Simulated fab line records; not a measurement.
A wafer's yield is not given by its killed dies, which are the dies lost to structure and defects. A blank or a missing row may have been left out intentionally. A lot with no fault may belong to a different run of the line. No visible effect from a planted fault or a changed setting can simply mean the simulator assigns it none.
The tool behind it: which one? || flow gf180mcu || 21 wafers sampled from 7 lots at 1 step of a route of 602

WHAT THE GAUGES READ, wafer by wafer
GF_MVSD_TW_MEAS_11.
{"lot": "L648", "measured": "day 4 16:58", "on": "film-metro-02", "MVSD_TW": "1562 1558 1562"}
{"lot": "L650", "measured": "day 5 01:24", "on": "film-metro-03", "MVSD_TW": "1562 1572 1565"}
{"lot": "L652", "measured": "day 5 18:22", "on": "film-metro-03", "MVSD_TW": "1563 1571 1565"}
{"lot": "L654", "measured": "day 6 08:55", "on": "film-metro-04", "MVSD_TW": "1569 1568 1574"}
{"lot": "L663", "measured": "day 8 09:35", "on": "film-metro-02", "MVSD_TW": "1569 1562 1565"}
{"lot": "L666", "measured": "day 9 01:52", "on": "film-metro-04", "MVSD_TW": "1560 1556 1557"}
{"lot": "L670", "measured": "day 10 01:59", "on": "film-metro-02", "MVSD_TW": "1564 1574 1576"}

WHICH TOOL RAN EACH LOT (tool, then ch and the chambers of the sampled wafers, then the start)
No process step before these readings appears in the record.

THE ANSWER, worked out from the rows above alone
Rule: what is usual is taken from the lots themselves. The widest of any qualifying gaps counts: lots, ordered by their means at a reading, are off when they make up no more than a third of the lots, leave a main group of 4 or more, and stand apart from it by 3 or more times the standard deviation of that group's means. The tables above print the reading to a certain number of digits; a main group whose means all agree to those digits is not used. Also off: a lot with no number at a reading for which 4 or more lots have one. The other lots that the step has rows for count as sound.
No lot is off at any reading shown: from this, nothing can be told.

WHAT THE SIMULATOR HAD PUT IN
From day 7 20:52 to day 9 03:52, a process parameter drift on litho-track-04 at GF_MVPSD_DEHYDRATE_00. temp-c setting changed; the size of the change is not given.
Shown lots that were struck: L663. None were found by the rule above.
